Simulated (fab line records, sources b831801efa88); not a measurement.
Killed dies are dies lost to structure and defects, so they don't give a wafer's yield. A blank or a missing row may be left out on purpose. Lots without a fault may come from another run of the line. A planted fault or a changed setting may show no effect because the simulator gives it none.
Chamber matching | flow gf180mcu | GF_V3_CVD_02 on pecvd-03: 3 sister chambers
The step deposits SiO2 from TEOS, target thk 850 nm, time 94.851 s. 3 wafers are shown with their chamber, then 10 later ones without.

WAFERS WITH THEIR CHAMBER
wafer  | chamber | rf_fwd_power_W (W)
L085.1 | 2       | 593.1
L090.1 | 0       | 597.9
L090.2 | 1       | 594.0

WAFERS WITHOUT THEIR CHAMBER
wafer  | rf_fwd_power_W (W)
L090.6 | 595.2
L091.2 | 596.9
L091.4 | 595.0
L091.6 | 595.5
L092.2 | 590.9
L092.5 | 594.7
L092.6 | 596.0
L093.1 | 597.5
L093.2 | 598.9
L093.5 | 594.9

WHICH CHAMBER EACH WENT THROUGH
wafer  | from the rows above          | in truth
L090.6 | can't be placed: 1 or 2 or 0 | 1
L091.2 | can't be placed: 0 or 1      | 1
L091.4 | can't be placed: 1 or 2 or 0 | 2
L091.6 | can't be placed: 1 or 0 or 2 | 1
L092.2 | can't be placed: 2 or 1      | 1
L092.5 | can't be placed: 1 or 2 or 0 | 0
L092.6 | can't be placed: 0 or 1 or 2 | 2
L093.1 | 0                            | 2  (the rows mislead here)
L093.2 | 0                            | 0
L093.5 | can't be placed: 1 or 2 or 0 | 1
Placed correctly: 1 of 10. Can't be placed from these rows: 8 (the true chamber is among the candidates in 8). Placed wrongly: 1.
How it was worked out, from the rows above alone: a wafer's distance from a chamber is the root of the sum, over the readings, of the square of ((its reading less the chamber's mean) divided by the reading's scatter). The wafer belongs to the nearest chamber; if the next one is less than 2 further off, it can't be placed. A chamber's mean is the mean of its shown wafers. The scatter: with one shown wafer a chamber, the root of the mean of the squares of how far each hidden wafer lies from its nearest shown one.
